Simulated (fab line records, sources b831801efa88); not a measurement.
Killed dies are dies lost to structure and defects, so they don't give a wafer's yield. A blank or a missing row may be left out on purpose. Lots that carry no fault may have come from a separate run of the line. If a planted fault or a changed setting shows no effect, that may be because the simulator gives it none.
Chamber matching	flow gf180mcu	hdpcvd-02 running GF_STI_CVD_23: 3 sister chambers
The step deposits SiO2, target thk 650 nm, time 108.3 s. 6 wafers are shown with their chamber, then 8 later ones without.

EACH WAFER AND ITS CHAMBER
wafer	chamber	susceptor-temp-C (C)
L382.5	1	599.67
L382.6	0	600.14
L389.1	2	600.36
L389.4	0	600.19
L389.5	1	599.66
L392.1	2	600.51

WAFERS WITHOUT THEIR CHAMBER
wafer	susceptor-temp-C (C)
L392.2	599.91
L392.5	600.10
L394.1	599.95
L394.2	600.25
L394.5	600.29
L397.1	600.31
L397.3	599.96
L397.4	599.62

WHICH CHAMBER EACH ONE RAN IN
wafer	from the rows above	in truth
L392.2	can't be placed: 1 or 0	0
L392.5	0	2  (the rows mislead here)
L394.1	can't be placed: 0 or 1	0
L394.2	can't be placed: 0 or 2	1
L394.5	can't be placed: 0 or 2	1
L397.1	can't be placed: 2 or 0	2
L397.3	can't be placed: 0 or 1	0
L397.4	1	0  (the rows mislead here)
Correctly placed: 0 of 8. These rows do not allow placing 6 (true chamber among the candidates in 4). Number placed wrongly: 2.
How it was worked out, from the rows above alone: a wafer's distance from a chamber is the root of the sum, over the readings, of the square of ((its reading less the chamber's mean) divided by the reading's scatter). The wafer belongs to the nearest chamber; if the next one is less than 2 further off, it can't be placed. Each chamber's mean is taken over the wafers shown for it. The scatter: take each reading less its chamber's mean, square it, sum over the shown wafers, divide by the number of wafers less the number of chambers, and take the root.
